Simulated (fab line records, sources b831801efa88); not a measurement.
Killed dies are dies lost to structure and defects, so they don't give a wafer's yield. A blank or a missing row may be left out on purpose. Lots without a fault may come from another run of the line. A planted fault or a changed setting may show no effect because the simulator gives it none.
fab line records | flow gf180mcu
record lots=11 wafers=33 last_day=33
route steps=602 shown STI@4 VT_IMPLANT@121 SAB@277 CONTACT@302
lots that met no fault: from a run of the same line without faults
start_h: hours from the record's first day to the start of the lot's first wafer shown | wait_h: hours since the lot's step before | " the same as in the row above | L1.1+2: a row that stands for several wafers | - no value, or no start given | * or withheld: withheld | < > ~ a bound
route shown NAME@n: a module of which the file shows steps, and the number in the route of the first | usual: mean/standard deviation of fault-free wafers | same: alike in all rows | chamber/n: place in a boat | sites: the reading at each site | _std_site: their standard deviation | _edge_site: outer sites' mean less inner sites' | radius_mm: how far each site lies from the wafer's centre | mask NAME#n: copy n | behind: the tool/chamber that last shaped the wafer | hold: why the lot was held/for how many hours/how that ended | device: the transistor (n, p or np) that didn't switch | end of line: the same wafers' tests at the end of the route | a step without rows: its recipe alone | killed: dies lost to structure and defects at the first sort, not the wafer's yield | map: a wafer's dies, x killed, . not, _ none there
set.NAME: the setting as run; set.NAME@STEP: as run at that earlier step | model.NAME: the simulator's own value behind a step, which no gauge read
steps of the route over a sample of lots; a table a step, a row a wafer
services: from which hour (start_h, from the record's first day; less than 0 if before it) a tool's chamber was out of use, for how many hours, and why
## steps
# step GF_STI_CVD_03
# recipe material=Si3N4 precursor=DCS/NH3 target_thk_nm=207.16 temp_c=770 time_s=3551 pressure_mtorr=250
# usual pressure_mtorr=249.8/0.43
# columns lot.wafer tool chamber start_h wait_h pressure_mtorr
L461.2 lpcvd-02 0 20.50 0.0 249.1
L461.4 " 0 " " 250.1
L461.6 " 0 " " 249.9
L464.1 lpcvd-01 1 35.74 0.1 249.2
L464.2 " 1 " " 249.8
L464.6 " 1 " " 249.7
L466.1 lpcvd-01 0 42.36 0.1 249.4
L466.2 " 0 " " 249.9
L466.5 " 0 " " 249.4
L467.1 lpcvd-01 0 52.01 0.1 250.0
L467.2 " 0 " " 249.7
L467.5 " 0 " " 250.5
L469.1 lpcvd-01 1 60.60 0.1 249.3
L469.4 " 1 " " 251.4
L469.5 " 1 " " 250.4
L470.1 lpcvd-02 0 66.07 0.1 249.6
L470.3 " 0 " " 250.1
L470.5 " 0 " " 250.0
L473.2 lpcvd-02 1 78.38 0.0 249.5
L473.3 " 1 " " 249.4
L473.5 " 1 " " 250.0
L475.3 lpcvd-01 1 86.57 0.0 249.8
L475.5 " 1 " " 249.3
L475.6 " 1 " " 249.2
L477.3 lpcvd-01 0 96.60 0.0 249.7
L477.4 " 0 " " 249.8
L477.5 " 0 " " 249.9
L478.1 lpcvd-02 0 101.57 0.1 249.6
L478.3 " 0 " " 250.1
L478.5 " 0 " " 249.9
L480.2 lpcvd-01 1 111.91 0.0 199.5
L480.4 " 1 " " 199.6
L480.6 " 1 " " 199.8
# step GF_STI_THK_MEAS_04
# recipe reads=Si3N4_of_STI_CVD_03
# usual STI_CVD_03_THK=207.5/1.6
# columns lot.wafer tool chamber start_h wait_h STI_CVD_03_THK[nm]
L461.2 film_metro-03 - 22.51 0.0 206.2
L461.4 " - " " 206.5
L461.6 " - " " 207.5
L464.1 film_metro-01 - 37.72 0.0 207.8
L464.2 " - " " 208.9
L464.6 " - " " 208.1
L466.1 film_metro-01 - 44.35 0.0 210.3
L466.2 " - " " 208.3
L466.5 " - " " 208.1
L467.1 film_metro-04 - 54.00 0.0 210.3
L467.2 " - " " 209.0
L467.5 " - " " 210.3
L469.1 film_metro-03 - 62.59 0.0 206.6
L469.4 " - " " 206.6
L469.5 " - " " 208.0
L470.1 film_metro-03 - 68.05 0.0 206.8
L470.3 " - " " 206.3
L470.5 " - " " 207.1
L473.2 film_metro-01 - 80.38 0.0 207.7
L473.3 " - " " 205.8
L473.5 " - " " 206.0
L475.3 film_metro-03 - 88.58 0.0 204.7
L475.5 " - " " 204.4
L475.6 " - " " 204.9
L477.3 film_metro-01 - 98.61 0.0 209.3
L477.4 " - " " 209.0
L477.5 " - " " 207.2
L478.1 film_metro-03 - 103.56 0.0 207.4
L478.3 " - " " 208.9
L478.5 " - " " 206.8
L480.2 film_metro-03 - 113.90 0.0 194.1
L480.4 " - " " 194.4
L480.6 " - " " 193.3
# step GF_STI_ETCH_13
# recipe chemistry=CHF3/O2 stop_on=Si over_etch_frac=0.3272 target_depth_a=2823.1 source_w=600 bias_w=200 pressure_mtorr=40 chf3_flow_sccm=50 O2_flow_sccm=5 time_s=112.9
# usual drypump_motor_current_A=5.5/0.38 oes_product_au=0.823/0.0054 throttle_valve_pct=8.807/0.0091
# columns lot.wafer tool chamber start_h wait_h drypump_motor_current_A oes_product_au rf_hours_counter_h throttle_valve_pct
L461.2 rie_diel-04 2 33.06 0.1 5.1 0.816 66 8.815
L461.4 " 3 " " 5.6 0.817 19 8.798
L461.6 " 3 " " 5.6 0.819 - 8.797
L464.1 rie_diel-02 0 48.76 0.1 5.7 0.824 5 8.803
L464.2 " 3 " " 5.2 0.826 36 8.801
L464.6 " 1 " " 5.8 0.828 - 8.796
L466.1 rie_diel-04 0 55.21 0.1 5.7 0.824 156 8.811
L466.2 " 3 " " 5.6 0.821 19 8.817
L466.5 " 1 " " 5.3 0.822 - 8.830
L467.1 rie_diel-04 0 65.66 0.1 5.7 0.832 157 8.813
L467.2 " 3 " " 5.7 0.833 20 8.823
L467.5 " 3 " " 5.6 0.830 - 8.804
L469.1 rie_diel-02 1 74.26 0.1 5.8 0.824 3 8.798
L469.4 " 2 " " 4.9 0.821 97 8.803
L469.5 " 0 " " 5.7 0.827 - 8.796
L470.1 rie_diel-01 3 79.96 0.1 6.1 0.822 90 8.809
L470.3 " 2 " " 5.4 0.825 5 8.814
L470.5 " 3 " " 6.1 0.828 - 8.816
L473.2 rie_diel-01 1 93.96 0.1 4.9 0.823 113 8.807
L473.3 " 3 " " 6.1 0.811 90 8.832
L473.5 " 3 " " 6.2 0.826 - 8.804
L475.3 rie_diel-04 3 102.71 0.1 5.7 0.821 21 8.808
L475.5 " 1 " " 5.3 0.816 - 8.809
L475.6 " 2 " " 5.2 0.817 - 8.809
L477.3 rie_diel-02 3 112.31 0.1 5.2 0.828 38 8.805
L477.4 " 1 " " 5.8 0.818 4 8.816
L477.5 " 0 " " 5.6 0.824 - 8.825
L478.1 rie_diel-02 1 117.86 0.1 5.8 0.836 4 8.803
L478.3 " 0 " " 5.7 0.825 7 8.810
L478.5 " 1 " " 5.8 0.813 - 8.811
L480.2 rie_diel-01 0 128.71 0.1 5.8 0.786 30 8.811
L480.4 " 1 " " 4.9 0.802 114 8.809
L480.6 " 3 " " 6.2 0.797 - 8.801
# step GF_VT_IMPLANT_STRIP_31
# recipe chemistry=O2/N2 power_w=1400 pressure_mtorr=1500 platen_temp_c=250 o2_flow_sccm=3000 n2_flow_sccm=300 overash_fraction=0.5
# usual drypump_motor_current_A=5.9/0.44 heater_power_w=304/12 oes_product_au=0.715/0.0045 strip_time_to_endpoint_s=12.64/0.039
# same overash_fraction=0.5
# columns lot.wafer tool chamber start_h wait_h drypump_motor_current_A heater_power_w oes_product_au rf_hours_counter_h strip_time_to_endpoint_s
L461.2 plasma_asher-03 0 161.79 0.1 6.5 296 0.710 51 12.64
L461.4 " 1 " " 6.2 291 0.707 - 12.64
L461.6 " 1 " " 6.2 295 0.721 - 12.67
L464.1 plasma_asher-01 0 174.08 0.1 5.4 321 0.719 6 12.62
L464.2 " 1 " " 5.8 298 0.717 6 12.64
L464.6 " 0 " " 5.4 310 0.720 - 12.61
L466.1 plasma_asher-01 0 185.79 0.1 5.4 320 0.715 7 12.75
L466.2 " 1 " " 5.7 297 0.715 7 12.71
L466.5 " 1 " " 5.7 304 0.717 - 12.71
L467.1 plasma_asher-02 1 198.87 0.1 5.3 332 0.716 55 12.68
L467.2 " 0 " " 5.5 298 0.712 55 12.65
L467.5 " 1 " " 5.3 343 0.718 - 12.64
L469.1 plasma_asher-03 1 200.08 0.1 6.2 291 0.717 55 12.59
L469.4 " 1 " " 6.2 295 0.707 - 12.57
L469.5 " 0 " " 6.5 297 0.719 - 12.56
L470.1 plasma_asher-03 1 207.37 0.1 6.2 285 0.712 56 12.64
L470.3 " 1 " " 6.2 288 0.712 - 12.63
L470.5 " 0 " " 6.5 309 0.709 - 12.66
L473.2 plasma_asher-03 1 225.88 0.1 6.2 294 0.719 58 12.60
L473.3 " 0 " " 6.5 296 0.717 - 12.64
L473.5 " 1 " " 6.2 296 0.724 - 12.62
L475.3 plasma_asher-01 1 237.51 0.1 5.7 295 0.720 - 12.63
L475.5 " 0 " " 5.4 316 0.706 - 12.64
L475.6 " 1 " " 5.7 313 0.718 - 12.59
L477.3 plasma_asher-01 0 248.76 0.1 5.4 314 0.713 - 12.60
L477.4 " 1 " " 5.7 303 0.715 - 12.65
L477.5 " 1 " " 5.7 303 0.719 - 12.65
L478.1 plasma_asher-02 1 253.93 0.1 5.3 336 0.719 61 12.62
L478.3 " 1 " " 5.3 334 0.719 - 12.63
L478.5 " 1 " " 5.3 327 0.713 - 12.60
L480.2 plasma_asher-01 1 268.63 0.1 5.7 302 0.720 16 12.64
L480.4 " 0 " " 5.4 313 0.725 - 12.64
L480.6 " 0 " " 5.4 310 0.722 - 12.66
# step GF_SAB_STRIP_13
# recipe chemistry=O2/N2 power_w=1400 pressure_mtorr=1500 platen_temp_c=250 o2_flow_sccm=3000 n2_flow_sccm=300 overash_fraction=0.5
# usual drypump_motor_current_A=5.8/0.39 heater_power_w=327/41 oes_product_au=0.710/0.0047 strip_time_to_endpoint_s=12.61/0.039
# same overash_fraction=0.5
# columns lot.wafer tool chamber start_h wait_h drypump_motor_current_A heater_power_w oes_product_au rf_hours_counter_h strip_time_to_endpoint_s
L461.2 plasma_asher-01 0 365.68 0.0 5.4 305 0.706 28 12.59
L461.4 " 0 " " 5.4 317 0.705 - 12.61
L461.6 " 0 " " 5.4 312 0.711 - 12.62
L464.1 plasma_asher-04 0 377.55 0.0 5.5 399 0.707 59 12.64
L464.2 " 1 " " 6.2 309 0.711 59 12.66
L464.6 " 1 " " 6.3 316 0.701 - 12.64
L466.1 plasma_asher-04 1 390.55 0.0 6.2 305 0.713 60 12.67
L466.2 " 0 " " 5.5 402 0.712 60 12.63
L466.5 " 0 " " 5.4 402 0.711 - 12.68
L469.1 plasma_asher-01 0 417.30 0.0 5.4 318 0.710 33 12.62
L469.4 " 0 " " 5.4 309 0.711 - 12.55
L469.5 " 1 " " 5.7 302 0.702 - 12.55
L467.1 plasma_asher-01 0 417.72 0.0 5.4 309 0.707 33 12.61
L467.2 " 1 " " 5.7 307 0.710 33 12.57
L467.5 " 1 " " 5.7 297 0.708 - 12.64
L470.1 plasma_asher-04 0 426.79 0.0 5.4 392 0.702 64 12.60
L470.3 " 1 " " 6.3 308 0.702 - 12.56
L470.5 " 1 " " 6.2 305 0.706 - 12.62
L473.2 plasma_asher-03 0 452.80 0.0 6.5 300 0.714 76 12.63
L473.3 " 1 " " 6.1 294 0.710 - 12.58
L473.5 " 0 " " 6.5 302 0.708 - 12.58
L475.3 plasma_asher-04 0 465.15 0.0 5.5 401 0.709 - 12.64
L475.5 " 1 " " 6.3 306 0.717 - 12.65
L475.6 " 0 " " 5.5 407 0.716 - 12.62
L477.3 plasma_asher-03 1 486.05 0.0 6.2 296 0.714 - 12.62
L477.4 " 0 " " 6.5 297 0.704 - 12.59
L477.5 " 0 " " 6.5 299 0.704 - 12.61
L478.1 plasma_asher-01 0 492.80 0.0 5.4 315 0.711 42 12.60
L478.3 " 0 " " 5.4 315 0.712 - 12.58
L478.5 " 0 " " 5.4 311 0.712 - 12.57
L480.2 plasma_asher-01 0 509.99 0.0 5.4 314 0.711 43 12.65
L480.4 " 1 " " 5.7 301 0.713 - 12.65
L480.6 " 1 " " 5.7 297 0.719 - 12.63
# step GF_CONTACT_OVL_MEAS_15
# usual CONTACT_OVL=-2/4.8
# columns lot.wafer tool chamber start_h wait_h CONTACT_OVL[nm]
L461.2 overlay-02 - 389.16 0.1 -1
L461.4 " - " " -3
L461.6 " - " " -8
L464.1 overlay-02 - 402.25 0.1 -2
L464.2 " - " " -3
L464.6 " - " " 2
L466.1 overlay-01 - 414.91 0.1 1
L466.2 " - " " 2
L466.5 " - " " -2
L469.1 overlay-01 - 443.01 0.1 -3
L469.4 " - " " -3
L469.5 " - " " -2
L467.1 overlay-02 - 443.70 0.1 2
L467.2 " - " " 2
L467.5 " - " " 5
L470.1 overlay-02 - 452.61 0.1 -3
L470.3 " - " " 3
L470.5 " - " " 1
L473.2 overlay-01 - 479.26 0.1 -12
L473.3 " - " " -5
L473.5 " - " " -10
L475.3 overlay-02 - 491.12 0.1 -4
L475.5 " - " " -2
L475.6 " - " " -6
L477.3 overlay-02 - 510.61 0.1 -12
L477.4 " - " " -1
L477.5 " - " " -7
L478.1 overlay-02 - 519.36 0.1 2
L478.3 " - " " -5
L478.5 " - " " -10
L480.2 overlay-02 - 534.61 0.1 5
L480.4 " - " " -1
L480.6 " - " " 1
## services
# columns tool chamber start_h hours kind
plasma_asher-03 - 0.08 0.4 repair
plasma_asher-01 - 1.47 14.6 pm
lpcvd-02 - 25.39 4.3 pm
rie_diel-02 2 26.91 1.8 repair
plasma_asher-03 - 49.53 2.0 repair
lpcvd-01 - 68.11 1.0 repair
plasma_asher-03 - 73.30 0.6 repair
rie_diel-02 2 89.61 8.1 repair
rie_diel-04 1 108.25 10.0 repair
plasma_asher-01 - 108.75 9.0 pm
lpcvd-02 - 120.59 2.8 pm
rie_diel-04 - 127.01 0.8 repair
rie_diel-04 2 145.96 2.4 repair
plasma_asher-03 - 147.72 3.7 repair
lpcvd-02 - 157.88 0.3 repair
rie_diel-02 0 170.61 2.4 repair
rie_diel-02 1 171.17 6.1 repair
plasma_asher-03 - 227.44 14.6 pm
lpcvd-01 - 340.46 14.6 pm
plasma_asher-03 - 341.93 27.2 pm
plasma_asher-03 - 404.70 0.7 repair
plasma_asher-03 - 407.95 0.4 repair
plasma_asher-01 - 465.44 3.5 repair
plasma_asher-03 - 469.12 2.8 pm
## key
first_sign step=GF_STI_CVD_03 reading=pressure_mtorr direction=down sigmas=99+ usual=249.8 struck=199.6
effect step=GF_STI_THK_MEAS_04 reading=STI_CVD_03_THK direction=down sigmas=8.4 usual=207.5 struck=193.9
effect step=GF_STI_ETCH_13 reading=oes_product_au direction=down sigmas=5.3 usual=0.823 struck=0.795
met_at GF_STI_CVD_03
struck_lots L480
struck_wafers L480.2,L480.4,L480.6
tester_left_out L480
not_acting_at GF_VT_IMPLANT_STRIP_31,GF_SAB_STRIP_13,GF_CONTACT_OVL_MEAS_15
onset_between 86.57 111.91
fault kind=process_parameter_drift tool=lpcvd-01 chamber=1 onset_h=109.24 steps=GF_STI_CVD_03 channel=pressure_mtorr offset=-50 shape=step end_h=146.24 acts_in=these_recipes_only stated=250
# tester_left_out: of these lots the tester's yield and bins aren't shown, on N5 and GAA mostly nor the transistor test; their killed dies are dies lost to structure and defects alone, not to doping, threshold or leakage, so they don't give the yield
